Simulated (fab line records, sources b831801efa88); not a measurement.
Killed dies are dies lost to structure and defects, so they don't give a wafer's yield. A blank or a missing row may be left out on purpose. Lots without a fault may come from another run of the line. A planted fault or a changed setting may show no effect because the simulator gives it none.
fab line records | flow gf180mcu
record lots=5 wafers=15 last_day=34
route steps=602 shown VT_IMPLANT@130 MVSD@136 NWELL@137 LVPWELL@138 MVPSD@139 DUAL_GATE@141 POLY_GATE@157
lots that met no fault: from a run of the same line without faults
start_h: hours from the record's first day to the start of the lot's first wafer shown | wait_h: hours since the lot's step before | " the same as in the row above | L1.1+2: a row that stands for several wafers | - no value, or no start given | * or withheld: withheld | < > ~ a bound
route shown NAME@n: a module of which the file shows steps, and the number in the route of the first | usual: mean/standard deviation of fault-free wafers | same: alike in all rows | chamber/n: place in a boat | sites: the reading at each site | _std_site: their standard deviation | _edge_site: outer sites' mean less inner sites' | radius_mm: how far each site lies from the wafer's centre | mask NAME#n: copy n | behind: the tool/chamber that last shaped the wafer | hold: why the lot was held/for how many hours/how that ended | device: the transistor (n, p or np) that didn't switch | end of line: the same wafers' tests at the end of the route | a step without rows: its recipe alone | killed: dies lost to structure and defects at the first sort, not the wafer's yield | map: a wafer's dies, x killed, . not, _ none there
set.NAME: the setting as run; set.NAME@STEP: as run at that earlier step | model.NAME: the simulator's own value behind a step, which no gauge read
lots at some steps of the route; a table a step, a row a wafer
services: from which hour (start_h, from the record's first day; less than 0 if before it) a tool's chamber was out of use, for how many hours, and why
## steps
# step GF_VT_IMPLANT_OVL_MEAS_40
# usual VT_IMPLANT_03_OVL=-1.0/1.6
# columns lot.wafer tool chamber start_h wait_h VT_IMPLANT_03_OVL[nm]
L074.1 overlay-01 - 165.65 0.1 0.5
L074.2 " - " " -1.2
L074.4 " - " " -1.4
L081.2 overlay-01 - 210.77 0.1 -2.0
L081.5 " - " " -1.3
L081.6 " - " " -1.8
L085.3 overlay-02 - 233.97 0.1 -0.5
L085.4 " - " " -1.9
L085.6 " - " " -0.1
L087.1 overlay-01 - 247.85 0.1 -4.5
L087.2 " - " " -2.7
L087.4 " - " " -4.5
L095.2 overlay-02 - 298.66 0.1 -1.3
L095.3 " - " " -2.1
L095.5 " - " " -1.5
# step GF_VT_IMPLANT_IMPLANT_41
# recipe species=As energy_kev=70 dose_cm2=1.013e+12 tilt_deg=7
# columns lot.wafer tool chamber start_h wait_h
L074.1+2+4 implanter-01 0 165.69 0.0
L081.2+5+6 implanter-01 0 210.82 0.0
L085.3+4+6 implanter-01 0 234.05 0.1
L087.1+2+4 implanter-02 0 247.89 0.0
L095.2+3+5 implanter-01 0 298.71 0.0
# step GF_VT_IMPLANT_STRIP_42
# recipe chemistry=O2/N2 power_w=1400 pressure_mtorr=1500 platen_temp_c=250 o2_flow_sccm=3000 n2_flow_sccm=300 overash_fraction=0.5
# usual drypump_motor_current_A=5.8/0.41 heater_power_w=314/44 oes_product_au=0.716/0.0044 strip_time_to_endpoint_s=12.63/0.038
# columns lot.wafer tool chamber start_h wait_h drypump_motor_current_A heater_power_w oes_product_au rf_hours_counter_h strip_time_to_endpoint_s
L074.1 plasma_asher-02 0 165.84 0.1 6.1 362 0.715 44 12.53
L074.2 " 1 " " 5.6 339 0.723 44 12.59
L074.4 " 1 " " 5.6 352 0.710 - 12.58
L081.2 plasma_asher-03 0 210.95 0.1 5.3 281 0.713 9 12.67
L081.5 " 1 " " 6.4 240 0.728 - 12.63
L081.6 " 0 " " 5.2 283 0.718 - 12.60
L085.3 plasma_asher-03 0 234.18 0.1 5.3 281 0.717 - 12.68
L085.4 " 1 " " 6.4 236 0.715 - 12.65
L085.6 " 1 " " 6.4 239 0.721 - 12.67
L087.1 plasma_asher-04 0 248.04 0.1 6.0 308 0.714 49 12.62
L087.2 " 1 " " 5.4 356 0.718 49 12.65
L087.4 " 0 " " 6.0 316 0.716 - 12.61
L095.2 plasma_asher-04 0 298.84 0.1 6.0 314 0.715 54 12.62
L095.3 " 0 " " 6.0 315 0.727 - 12.61
L095.5 " 1 " " 5.4 358 0.717 - 12.62
# step GF_VT_IMPLANT_TW_MEAS_43
# usual VT_IMPLANT_4_TW=695/5.7
# columns lot.wafer tool chamber start_h wait_h VT_IMPLANT_4_TW
L074.1 film_metro-01 - 165.94 0.1 696
L074.2 " - " " 698
L074.4 " - " " 701
L081.2 film_metro-04 - 211.06 0.1 697
L081.5 " - " " 697
L081.6 " - " " 696
L085.3 film_metro-04 - 234.27 0.1 698
L085.4 " - " " 695
L085.6 " - " " 693
L087.1 film_metro-01 - 248.14 0.1 698
L087.2 " - " " 701
L087.4 " - " " 696
L095.2 film_metro-01 - 298.95 0.1 697
L095.3 " - " " 698
L095.5 " - " " 698
# step GF_VT_IMPLANT_CLEAN_44
# recipe chemistry=SC1/SC2 mix=1:4:20 temp_c=70 time_s=150 dry=n2_spin
# usual bath_heat_duty_pct=13.9/1.4
# columns lot.wafer tool chamber start_h wait_h bath_heat_duty_pct
L074.1 wet_bench-03 3 166.00 0.1 11.1
L074.2 " 3 " " 11.3
L074.4 " 3 " " 12.5
L081.2 wet_bench-01 3 211.11 0.0 15.8
L081.5 " 3 " " 16.6
L081.6 " 3 " " 14.7
L085.3 wet_bench-03 2 234.31 0.0 12.8
L085.4 " 2 " " 13.3
L085.6 " 2 " " 11.7
L087.1 wet_bench-01 3 248.20 0.1 14.3
L087.2 " 3 " " 15.7
L087.4 " 3 " " 14.2
L095.2 wet_bench-04 3 299.00 0.0 14.5
L095.3 " 3 " " 13.5
L095.5 " 3 " " 15.0
# step GF_VT_IMPLANT_RTA_45
# recipe temp_c=1050 time_s=30 ambient=N2
# usual lamp_power_pct=34.2/1.9 wafer_temp_C_max=1054.0/1
# columns lot.wafer tool chamber start_h wait_h lamp_power_pct wafer_temp_C_max
L074.1 rtp_anneal-01 0 166.05 0.0 32.7 1052.8
L074.2 " 0 " " 32.7 1054.2
L074.4 " 0 " " 32.7 1054.8
L081.2 rtp_anneal-01 0 211.18 0.0 32.8 1052.8
L081.5 " 0 " " 32.7 1052.9
L081.6 " 0 " " 32.7 1052.8
L085.3 rtp_anneal-01 0 234.39 0.0 32.8 1053.9
L085.4 " 0 " " 32.7 1054.1
L085.6 " 0 " " 32.8 1054.1
L087.1 rtp_anneal-01 0 248.25 0.0 32.7 1054.9
L087.2 " 0 " " 32.7 1052.8
L087.4 " 0 " " 32.7 1053.5
L095.2 rtp_anneal-01 0 299.06 0.0 32.7 1052.9
L095.3 " 0 " " 32.7 1053.6
L095.5 " 0 " " 32.7 1052.9
# step GF_VT_IMPLANT_RS_MEAS_46
# recipe thk_meas_gauge=four-point-probe
# usual MVSD_RS=456.6/1.1
# columns lot.wafer tool chamber start_h wait_h MVSD_RS[ohm/sq]
L074.1 film_metro-03 - 166.15 0.1 458.7
L074.2 " - " " 457.1
L074.4 " - " " 457.7
L081.2 film_metro-03 - 211.28 0.1 456.4
L081.5 " - " " 459.6
L081.6 " - " " 458.3
L085.3 film_metro-02 - 234.50 0.1 456.7
L085.4 " - " " 456.2
L085.6 " - " " 455.0
L087.1 film_metro-03 - 248.35 0.1 455.7
L087.2 " - " " 456.9
L087.4 " - " " 456.4
L095.2 film_metro-03 - 299.17 0.1 455.8
L095.3 " - " " 456.9
L095.5 " - " " 457.1
# step GF_VT_IMPLANT_RS_MEAS_47
# recipe thk_meas_gauge=four-point-probe
# usual NWELL_RS=487.7/1.4
# columns lot.wafer tool chamber start_h wait_h NWELL_RS[ohm/sq]
L074.1 film_metro-03 - 166.27 0.1 487.4
L074.2 " - " " 487.5
L074.4 " - " " 486.7
L081.2 film_metro-03 - 211.40 0.1 485.4
L081.5 " - " " 487.3
L081.6 " - " " 487.3
L085.3 film_metro-02 - 234.62 0.1 487.7
L085.4 " - " " 487.9
L085.6 " - " " 488.1
L087.1 film_metro-03 - 248.47 0.1 486.8
L087.2 " - " " 487.2
L087.4 " - " " 486.5
L095.2 film_metro-03 - 299.29 0.1 488.8
L095.3 " - " " 487.2
L095.5 " - " " 486.8
# step GF_VT_IMPLANT_RS_MEAS_48
# recipe thk_meas_gauge=four-point-probe
# usual LVPWELL_RS=1197/3.4
# columns lot.wafer tool chamber start_h wait_h LVPWELL_RS[ohm/sq]
L074.1 film_metro-03 - 166.39 0.1 1197
L074.2 " - " " 1201
L074.4 " - " " 1199
L081.2 film_metro-03 - 211.52 0.1 1203
L081.5 " - " " 1200
L081.6 " - " " 1198
L085.3 film_metro-02 - 234.74 0.1 1199
L085.4 " - " " 1199
L085.6 " - " " 1198
L087.1 film_metro-03 - 248.59 0.1 1193
L087.2 " - " " 1194
L087.4 " - " " 1195
L095.2 film_metro-03 - 299.41 0.1 1195
L095.3 " - " " 1200
L095.5 " - " " 1195
# step GF_VT_IMPLANT_RS_MEAS_49
# recipe thk_meas_gauge=four-point-probe
# usual MVPSD_RS=1168.8/2.8
# columns lot.wafer tool chamber start_h wait_h MVPSD_RS[ohm/sq]
L074.1 film_metro-03 - 166.51 0.1 1168.4
L074.2 " - " " 1168.5
L074.4 " - " " 1168.1
L081.2 film_metro-03 - 211.64 0.1 1169.6
L081.5 " - " " 1169.8
L081.6 " - " " 1171.1
L085.3 film_metro-02 - 234.86 0.1 1169.4
L085.4 " - " " 1165.8
L085.6 " - " " 1167.9
L087.1 film_metro-03 - 248.71 0.1 1169.8
L087.2 " - " " 1169.8
L087.4 " - " " 1170.3
L095.2 film_metro-03 - 299.53 0.1 1166.5
L095.3 " - " " 1173.2
L095.5 " - " " 1168.4
# step GF_VT_IMPLANT_WET_ETCH_50
# recipe chemistry=dHF target_depth_nm=20 target=SiO2 temp_c=25 dilution=100:1 time_s=400
# usual bath_heat_duty_pct=6.5/0.74
# columns lot.wafer tool chamber start_h wait_h bath_heat_duty_pct
L074.1 wet_bench-01 0 166.63 0.1 5.1
L074.2 " 0 " " 5.9
L074.4 " 0 " " 6.1
L081.2 wet_bench-04 0 211.74 0.1 7.4
L081.5 " 0 " " 7.5
L081.6 " 0 " " 7.0
L085.3 wet_bench-01 3 234.94 0.1 6.7
L085.4 " 3 " " 6.4
L085.6 " 3 " " 7.1
L087.1 wet_bench-01 3 248.83 0.1 7.5
L087.2 " 3 " " 6.5
L087.4 " 3 " " 7.5
L095.2 wet_bench-03 2 299.63 0.1 6.1
L095.3 " 2 " " 6.2
L095.5 " 2 " " 6.6
# step GF_DUAL_GATE_CLEAN_00
# recipe chemistry=SC1/SC2 mix=1:4:20 temp_c=70 time_s=150
# usual bath_heat_duty_pct=14.4/1.6
# columns lot.wafer tool chamber start_h wait_h bath_heat_duty_pct
L074.1 wet_bench-03 1 166.75 0.0 15.2
L074.2 " 1 " " 16.6
L074.4 " 1 " " 16.2
L081.2 wet_bench-01 0 211.86 0.0 11.7
L081.5 " 0 " " 13.5
L081.6 " 0 " " 12.1
L085.3 wet_bench-03 1 235.07 0.0 16.4
L085.4 " 1 " " 15.6
L085.6 " 1 " " 16.3
L087.1 wet_bench-04 2 248.96 0.0 13.5
L087.2 " 2 " " 13.9
L087.4 " 2 " " 13.8
L095.2 wet_bench-04 2 299.75 0.0 13.0
L095.3 " 2 " " 14.0
L095.5 " 2 " " 12.9
# step GF_DUAL_GATE_CLEAN_01
# recipe chemistry=dHF time_s=20 dilution=100:1 dry=ipa_marangoni
# columns lot.wafer tool chamber start_h wait_h
L074.1+2+4 wet_bench-03 1 166.80 0.0
L081.2+5+6 wet_bench-01 1 211.91 0.0
L085.3+4+6 wet_bench-01 2 235.12 0.0
L087.1+2+4 wet_bench-03 0 249.01 0.0
L095.2+3+5 wet_bench-03 0 299.80 0.0
# step GF_DUAL_GATE_OXIDATION_02
# recipe temp_c=900 ambient=O2 stabilise_s=600 purge_s=300 target_thk_a=108.87 ox_time_s=1602
# usual tube_center_temp_C=900/0.087 zone_power_bottom_pct=32/3.8
# same stabilise_s=600
# columns lot.wafer tool chamber start_h wait_h tube_center_temp_C zone_power_bottom_pct
L074.1 furnace-01 0 166.81 0.0 900.03 34
L074.2 " 0 " " 899.93 35
L074.4 " 0 " " 900.11 35
L081.2 furnace-01 0 211.93 0.0 900.07 35
L081.5 " 0 " " 899.92 35
L081.6 " 0 " " 899.92 35
L085.3 furnace-01 0 238.57 3.4 900.05 35
L085.4 " 0 " " 899.87 36
L085.6 " 0 " " 899.98 35
L087.1 furnace-02 0 250.40 1.4 899.93 28
L087.2 " 0 " " 900.06 27
L087.4 " 0 " " 900.01 28
L095.2 furnace-02 0 300.17 0.4 899.96 27
L095.3 " 0 " " 900.1 27
L095.5 " 0 " " 900.05 27
# step GF_DUAL_GATE_THK_MEAS_03
# recipe reads=SiO2_of_DUAL_GATE_OXIDATION_02
# usual DUAL_GATE_OXIDATION_00_THK=10.98/0.28
# columns lot.wafer tool chamber start_h wait_h DUAL_GATE_OXIDATION_00_THK[nm]
L074.1 film_metro-01 - 168.26 0.0 11.27
L074.2 " - " " 11.07
L074.4 " - " " 11.11
L081.2 film_metro-02 - 213.38 0.0 11.29
L081.5 " - " " 11.47
L081.6 " - " " 11.35
L085.3 film_metro-03 - 240.03 0.0 11.16
L085.4 " - " " 11.29
L085.6 " - " " 11.48
L087.1 film_metro-01 - 251.85 0.0 10.68
L087.2 " - " " 10.71
L087.4 " - " " 10.59
L095.2 film_metro-02 - 301.62 0.0 10.77
L095.3 " - " " 10.92
L095.5 " - " " 10.85
# step GF_DUAL_GATE_DEHYDRATE_04
# recipe temp_c=200 time_s=60
# columns lot.wafer tool chamber start_h wait_h
L074.1+2+4 litho_track-02 0 175.05 6.8
L081.2+5+6 litho_track-04 0 221.90 8.5
L085.3+4+6 litho_track-01 0 248.79 8.7
L087.1+2+4 litho_track-01 0 260.49 8.6
L095.2+3+5 litho_track-04 0 311.64 10.0
# step GF_DUAL_GATE_HMDS_05
# recipe prime_time_s=60 prime_temp_c=120
# columns lot.wafer tool chamber start_h wait_h
L074.1+2+4 litho_track-02 0 175.20 0.1
L081.2+5+6 litho_track-04 0 222.05 0.1
L085.3+4+6 litho_track-01 0 248.94 0.1
L087.1+2+4 litho_track-01 0 260.64 0.1
L095.2+3+5 litho_track-04 0 311.79 0.1
# step GF_DUAL_GATE_COAT_06
# recipe resist=NOVOLAK spin_rpm=3000 resist_thk_nm=1000
# columns lot.wafer tool chamber start_h wait_h
L074.1+2+4 litho_track-02 0 175.35 0.1
L081.2+5+6 litho_track-04 0 222.20 0.1
L085.3+4+6 litho_track-01 0 249.09 0.1
L087.1+2+4 litho_track-01 0 260.79 0.1
L095.2+3+5 litho_track-04 0 311.94 0.1
# step GF_DUAL_GATE_SOFTBAKE_07
# recipe temp_c=90 time_s=60 resist=NOVOLAK
# columns lot.wafer tool chamber start_h wait_h
L074.1+2+4 litho_track-02 0 175.50 0.1
L081.2+5+6 litho_track-04 0 222.35 0.1
L085.3+4+6 litho_track-01 0 249.24 0.1
L087.1+2+4 litho_track-01 0 260.94 0.1
L095.2+3+5 litho_track-04 0 312.09 0.1
# step GF_DUAL_GATE_EXPOSE_08
# recipe mask_id=Dualgate target_cd_nm=700 na=0.6 source_shape=conventional sigma_outer=0.6 dose_mj=140
# usual exposure_dose_mJ_cm2=139.97/0.13 focus_offset_nm=0.0/0.52 stage_vel_mm_s=500.03/0.23
# columns lot.wafer tool chamber start_h wait_h mask exposure_dose_mJ_cm2 focus_offset_nm stage_vel_mm_s
L074.1 iline_stepper-01 0 - - Dualgate#0 140.00 -0.2 500.13
L074.2 " 0 " " Dualgate#0 140.11 -0.2 499.94
L074.4 " 0 " " Dualgate#0 140.21 0.3 500.16
L081.2 iline_stepper-02 0 - - Dualgate#0 139.73 0.0 499.77
L081.5 " 0 " " Dualgate#0 140.12 0.4 500.04
L081.6 " 0 " " Dualgate#0 140.10 0.1 499.87
L085.3 iline_stepper-01 0 - - Dualgate#0 139.84 -0.6 499.80
L085.4 " 0 " " Dualgate#0 139.89 -0.2 499.98
L085.6 " 0 " " Dualgate#0 139.92 -0.2 499.96
L087.1 iline_stepper-02 0 - - Dualgate#0 139.73 0.9 499.74
L087.2 " 0 " " Dualgate#0 140.02 1.1 500.16
L087.4 " 0 " " Dualgate#0 139.99 0.4 499.82
L095.2 iline_stepper-02 0 - - Dualgate#0 140.08 0.6 500.03
L095.3 " 0 " " Dualgate#0 140.10 0.7 499.97
L095.5 " 0 " " Dualgate#0 140.08 0.3 499.51
# step GF_DUAL_GATE_PEB_09
# recipe temp_c=withheld time_s=* resist=NOVOLAK
# columns lot.wafer tool chamber start_h wait_h
L074.1+2+4 litho_track-04 0 - -
L081.2+5+6 litho_track-04 0 - -
L085.3+4+6 litho_track-04 0 - -
L087.1+2+4 litho_track-04 0 - -
L095.2+3+5 litho_track-01 0 - -
# step GF_DUAL_GATE_DEVELOP_10
# recipe develop_time_s=60 dev_temp_c=23
# columns lot.wafer tool chamber start_h wait_h
L074.1+2+4 litho_track-04 0 184.12 0.1
L081.2+5+6 litho_track-04 0 231.10 0.1
L085.3+4+6 litho_track-04 0 258.07 0.1
L087.1+2+4 litho_track-04 0 269.72 0.1
L095.2+3+5 litho_track-01 0 322.01 0.1
# step GF_DUAL_GATE_OVL_MEAS_11
# usual DUAL_GATE_OVL=0.1/1.3
# columns lot.wafer tool chamber start_h wait_h DUAL_GATE_OVL[nm]
L074.1 overlay-01 - 184.27 0.1 -0.6
L074.2 " - " " 0.2
L074.4 " - " " 0.3
L081.2 overlay-02 - 231.23 0.1 -1.8
L081.5 " - " " 0.2
L081.6 " - " " 0.4
L085.3 overlay-02 - 258.18 0.1 0.5
L085.4 " - " " 1.2
L085.6 " - " " 0.1
L087.1 overlay-02 - 269.87 0.1 0.7
L087.2 " - " " -0.2
L087.4 " - " " -0.9
L095.2 overlay-01 - 322.14 0.1 -0.6
L095.3 " - " " -1.5
L095.5 " - " " 0.3
# step GF_DUAL_GATE_WET_ETCH_12
# recipe chemistry=dHF target_depth_nm=13 dry=n2_spin target=SiO2 temp_c=25 dilution=100:1 time_s=260
# usual bath_heat_duty_pct=6.6/0.78
# columns lot.wafer tool chamber start_h wait_h bath_heat_duty_pct
L074.1 wet_bench-01 1 184.31 0.0 6.6
L074.2 " 1 " " 6.8
L074.4 " 1 " " 6.5
L081.2 wet_bench-01 0 231.26 0.0 5.1
L081.5 " 0 " " 5.3
L081.6 " 0 " " 5.6
L085.3 wet_bench-04 1 258.21 0.0 5.4
L085.4 " 1 " " 6.1
L085.6 " 1 " " 5.8
L087.1 wet_bench-01 1 269.91 0.0 7.0
L087.2 " 1 " " 7.4
L087.4 " 1 " " 6.2
L095.2 wet_bench-04 2 322.17 0.0 6.6
L095.3 " 2 " " 6.8
L095.5 " 2 " " 6.1
# step GF_DUAL_GATE_STRIP_13
# recipe chemistry=O2/N2 power_w=1400 pressure_mtorr=1500 platen_temp_c=250 o2_flow_sccm=3000 n2_flow_sccm=300 overash_fraction=0.5
# usual drypump_motor_current_A=5.7/0.44 heater_power_w=294/39 oes_product_au=0.716/0.0045 strip_time_to_endpoint_s=12.636/0.028
# columns lot.wafer tool chamber start_h wait_h drypump_motor_current_A heater_power_w oes_product_au rf_hours_counter_h strip_time_to_endpoint_s
L074.1 plasma_asher-01 0 184.39 0.0 5.5 297 0.715 52 12.652
L074.2 " 1 " " 5.6 333 0.714 52 12.635
L074.4 " 1 " " 5.6 328 0.719 - 12.640
L081.2 plasma_asher-03 1 231.35 0.0 6.4 243 0.720 11 12.601
L081.5 " 0 " " 5.3 279 0.713 - 12.599
L081.6 " 1 " " 6.4 240 0.720 - 12.611
L085.3 plasma_asher-01 1 258.32 0.0 5.6 322 0.714 - 12.631
L085.4 " 0 " " 5.5 299 0.713 - 12.642
L085.6 " 1 " " 5.5 332 0.720 - 12.623
L087.1 plasma_asher-03 0 269.99 0.0 5.2 275 0.718 15 12.614
L087.2 " 1 " " 6.4 244 0.724 15 12.609
L087.4 " 0 " " 5.2 274 0.722 - 12.603
L095.2 plasma_asher-03 0 322.26 0.0 5.3 281 0.714 21 12.638
L095.3 " 0 " " 5.3 276 0.714 - 12.603
L095.5 " 0 " " 5.3 268 0.715 - 12.579
# step GF_DUAL_GATE_CLEAN_14
# recipe chemistry=SC1/SC2 mix=1:4:20 temp_c=70 time_s=150 dry=n2_spin
# usual bath_heat_duty_pct=14.0/1.3
# columns lot.wafer tool chamber start_h wait_h bath_heat_duty_pct
L074.1 wet_bench-04 3 184.49 0.1 15.0
L074.2 " 3 " " 14.4
L074.4 " 3 " " 14.7
L081.2 wet_bench-01 1 231.44 0.1 13.8
L081.5 " 1 " " 14.9
L081.6 " 1 " " 13.3
L085.3 wet_bench-01 3 258.39 0.0 15.0
L085.4 " 3 " " 14.9
L085.6 " 3 " " 15.0
L087.1 wet_bench-03 2 270.09 0.1 13.1
L087.2 " 2 " " 12.7
L087.4 " 2 " " 12.6
L095.2 wet_bench-01 1 322.36 0.1 15.1
L095.3 " 1 " " 13.2
L095.5 " 1 " " 13.5
# step GF_DUAL_GATE_OXIDATION_15
# recipe temp_c=850 ambient=O2 stabilise_s=600 purge_s=300 target_thk_a=70.98 ox_time_s=1995
# usual tube_center_temp_C=849.99/0.08 zone_power_bottom_pct=29/3.2
# same stabilise_s=600
# columns lot.wafer tool chamber start_h wait_h tube_center_temp_C zone_power_bottom_pct
L074.1 furnace-01 0 184.60 0.1 850.04 31
L074.2 " 0 " " 850.02 31
L074.4 " 0 " " 849.95 31
L081.2 furnace-01 0 235.62 4.1 849.96 32
L081.5 " 0 " " 850.06 31
L081.6 " 0 " " 850 31
L085.3 furnace-01 0 261.44 3.0 849.89 31
L085.4 " 0 " " 850 32
L085.6 " 0 " " 850.04 31
L087.1 furnace-02 0 271.58 1.4 850.07 24
L087.2 " 0 " " 849.94 24
L087.4 " 0 " " 849.99 25
L095.2 furnace-01 0 322.64 0.2 850.01 32
L095.3 " 0 " " 850.02 31
L095.5 " 0 " " 850.03 31
# step GF_POLY_GATE_CVD_00
# recipe material=poly-Si target_thk_nm=200 temp_c=620 time_s=1200 pressure_mtorr=200
# usual zone_power_bottom_pct=13.1/0.47
# columns lot.wafer tool chamber start_h wait_h zone_power_bottom_pct
L074.1 lpcvd-02 0 186.16 0.0 13.4
L074.2 " 0 " " 13.5
L074.4 " 0 " " 13.5
L081.2 lpcvd-02 1 237.17 0.0 13.4
L081.5 " 1 " " 13.6
L081.6 " 1 " " 13.8
L085.3 lpcvd-01 0 262.99 0.0 12.7
L085.4 " 0 " " 12.5
L085.6 " 0 " " 12.5
L087.1 lpcvd-02 0 273.13 0.0 13.6
L087.2 " 0 " " 13.6
L087.4 " 0 " " 13.5
L095.2 lpcvd-01 0 324.20 0.0 12.6
L095.3 " 0 " " 12.9
L095.5 " 0 " " 12.8
# step GF_POLY_GATE_THK_MEAS_01
# recipe reads=poly-Si_of_POLY_GATE_CVD_00
# usual POLY_GATE_CVD_00_THK=200.3/1.8
# columns lot.wafer tool chamber start_h wait_h POLY_GATE_CVD_00_THK[nm]
L074.1 film_metro-04 - 188.16 0.0 199.8
L074.2 " - " " 198.3
L074.4 " - " " 199.1
L081.2 film_metro-01 - 238.52 0.0 203.5
L081.5 " - " " 205.1
L081.6 " - " " 202.9
L085.3 film_metro-01 - 265.01 0.0 199.0
L085.4 " - " " 200.1
L085.6 " - " " 199.7
L087.1 film_metro-04 - 274.47 0.0 198.4
L087.2 " - " " 198.4
L087.4 " - " " 199.9
L095.2 film_metro-03 - 325.54 0.0 201.3
L095.3 " - " " 201.8
L095.5 " - " " 201.5
# step GF_POLY_GATE_DEHYDRATE_02
# recipe temp_c=200 time_s=60
# columns lot.wafer tool chamber start_h wait_h
L074.1+2+4 litho_track-01 0 195.64 7.5
L081.2+5+6 litho_track-01 0 246.61 8.1
L085.3+4+6 litho_track-01 0 273.54 8.5
L087.1+2+4 litho_track-01 0 283.34 8.9
L095.2+3+5 litho_track-04 0 335.39 9.8
# step GF_POLY_GATE_HMDS_03
# recipe prime_time_s=60 prime_temp_c=120
# columns lot.wafer tool chamber start_h wait_h
L074.1+2+4 litho_track-01 0 195.79 0.1
L081.2+5+6 litho_track-01 0 246.76 0.1
L085.3+4+6 litho_track-01 0 273.69 0.1
L087.1+2+4 litho_track-01 0 283.49 0.1
L095.2+3+5 litho_track-04 0 335.54 0.1
# step GF_POLY_GATE_COAT_04
# recipe resist=BARC temp_c=withheld time_s=withheld spin_rpm=withheld resist_thk_nm=withheld
# columns lot.wafer tool chamber start_h wait_h
L074.1+2+4 litho_track-01 0 195.94 0.1
L081.2+5+6 litho_track-01 0 246.91 0.1
L085.3+4+6 litho_track-01 0 273.84 0.1
L087.1+2+4 litho_track-01 0 283.64 0.1
L095.2+3+5 litho_track-04 0 335.69 0.1
# step GF_POLY_GATE_COAT_05
# recipe resist=KrF spin_rpm=withheld resist_thk_nm=700
# columns lot.wafer tool chamber start_h wait_h
L074.1+2+4 litho_track-01 0 - -
L081.2+5+6 litho_track-01 0 - -
L085.3+4+6 litho_track-01 0 - -
L087.1+2+4 litho_track-01 0 - -
L095.2+3+5 litho_track-04 0 - -
# step GF_POLY_GATE_SOFTBAKE_06
# recipe temp_c=130 time_s=60 resist=KrF
# columns lot.wafer tool chamber start_h wait_h
L074.1+2+4 litho_track-01 0 - -
L081.2+5+6 litho_track-01 0 - -
L085.3+4+6 litho_track-01 0 - -
L087.1+2+4 litho_track-01 0 - -
L095.2+3+5 litho_track-04 0 - -
# step GF_POLY_GATE_EXPOSE_07
# recipe mask_id=Poly2 target_cd_nm=280 na=0.68 source_shape=conventional sigma_outer=0.6 dose_mj=28
# usual exposure_dose_mJ_cm2=27.995/0.029 focus_offset_nm=0.1/0.53 stage_vel_mm_s=499.95/0.28
# columns lot.wafer tool chamber start_h wait_h mask exposure_dose_mJ_cm2 focus_offset_nm stage_vel_mm_s
L074.1 krf_scanner-02 0 - - Poly2#0 27.971 -0.1 499.88
L074.2 " 0 " " Poly2#0 27.971 0.1 499.95
L074.4 " 0 " " Poly2#0 28.024 0.6 499.84
L081.2 krf_scanner-02 0 - - Poly2#0 28.043 0.1 499.65
L081.5 " 0 " " Poly2#0 28.020 0.1 499.74
L081.6 " 0 " " Poly2#0 27.982 -0.2 499.88
L085.3 krf_scanner-02 0 - - Poly2#0 28.019 1.9 500.11
L085.4 " 0 " " Poly2#0 27.977 1.6 499.81
L085.6 " 0 " " Poly2#0 27.975 1.3 499.77
L087.1 krf_scanner-02 0 - - Poly2#0 27.995 0.6 500.14
L087.2 " 0 " " Poly2#0 27.985 -0.1 500.18
L087.4 " 0 " " Poly2#0 28.007 -0.2 500.13
L095.2 krf_scanner-02 0 - - Poly2#0 28.012 -0.1 500.28
L095.3 " 0 " " Poly2#0 27.984 0.4 500.01
L095.5 " 0 " " Poly2#0 28.006 0.3 500.02
# step GF_POLY_GATE_PEB_08
# recipe peb_temp_c=135 peb_time_s=90 resist=KrF
# columns lot.wafer tool chamber start_h wait_h
L074.1+2+4 litho_track-03 0 - -
L081.2+5+6 litho_track-03 0 - -
L085.3+4+6 litho_track-03 0 - -
L087.1+2+4 litho_track-01 0 - -
L095.2+3+5 litho_track-01 0 - -
# step GF_POLY_GATE_DEVELOP_09
# recipe develop_time_s=60 resist=KrF dev_temp_c=21
# columns lot.wafer tool chamber start_h wait_h
L074.1+2+4 litho_track-03 0 205.06 0.2
L081.2+5+6 litho_track-03 0 256.24 0.2
L085.3+4+6 litho_track-03 0 283.41 0.1
L087.1+2+4 litho_track-01 0 293.34 0.2
L095.2+3+5 litho_track-01 0 346.76 0.2
# step GF_POLY_GATE_CD_MEAS_10
# recipe target_cd_nm=280
# usual cd_nm=280.0/1.2
# columns lot.wafer tool chamber start_h wait_h cd_nm
L074.1 cd_sem-01 - 205.21 0.1 279.9
L074.2 " - " " 279.8
L074.4 " - " " 280.5
L081.2 cd_sem-02 - 256.38 0.1 282.1
L081.5 " - " " 280.5
L081.6 " - " " 282.3
L085.3 cd_sem-01 - 283.55 0.1 279.5
L085.4 " - " " 278.5
L085.6 " - " " 278.0
L087.1 cd_sem-02 - 293.49 0.1 278.6
L087.2 " - " " 279.0
L087.4 " - " " 278.8
L095.2 cd_sem-02 - 346.91 0.1 280.7
L095.3 " - " " 280.3
L095.5 " - " " 280.5
# step GF_POLY_GATE_OVL_MEAS_11
# usual POLY_GATE_OVL=-3/5.5
# columns lot.wafer tool chamber start_h wait_h POLY_GATE_OVL[nm]
L074.1 overlay-02 - 205.33 0.1 -9
L074.2 " - " " -5
L074.4 " - " " -6
L081.2 overlay-02 - 256.49 0.1 -5
L081.5 " - " " 7
L081.6 " - " " -7
L085.3 overlay-01 - 283.64 0.1 1
L085.4 " - " " -1
L085.6 " - " " 0
L087.1 overlay-02 - 293.61 0.1 -12
L087.2 " - " " -5
L087.4 " - " " -6
L095.2 overlay-01 - 347.01 0.1 1
L095.3 " - " " -12
L095.5 " - " " -2
## services
# columns tool chamber start_h hours kind
lpcvd-01 - 151.60 6.0 pm
lpcvd-01 - 160.59 2.8 pm
lpcvd-01 - 179.33 1.4 repair
lpcvd-01 - 181.98 1.0 repair
implanter-01 - 183.97 4.2 pm
plasma_asher-04 - 184.02 1.5 repair
krf_scanner-02 - 190.29 0.2 repair
lpcvd-02 - 192.65 6.1 pm
krf_scanner-02 - 200.00 1.0 pm
plasma_asher-04 - 232.86 2.8 pm
krf_scanner-02 - 233.87 1.3 pm
iline_stepper-01 - 234.31 1.7 pm
plasma_asher-04 - 240.68 0.8 repair
furnace-02 - 245.00 1.4 pm
furnace-01 - 246.55 3.5 pm
iline_stepper-02 - 249.78 1.7 pm
furnace-01 - 252.25 7.9 repair
iline_stepper-01 - 260.98 4.3 pm
furnace-02 - 261.04 3.8 pm
krf_scanner-02 - 261.12 4.0 pm
plasma_asher-01 - 268.23 9.3 repair
krf_scanner-02 - 309.67 0.8 pm
furnace-02 - 326.63 3.6 pm
krf_scanner-02 - 341.42 0.8 pm
## key
fault none
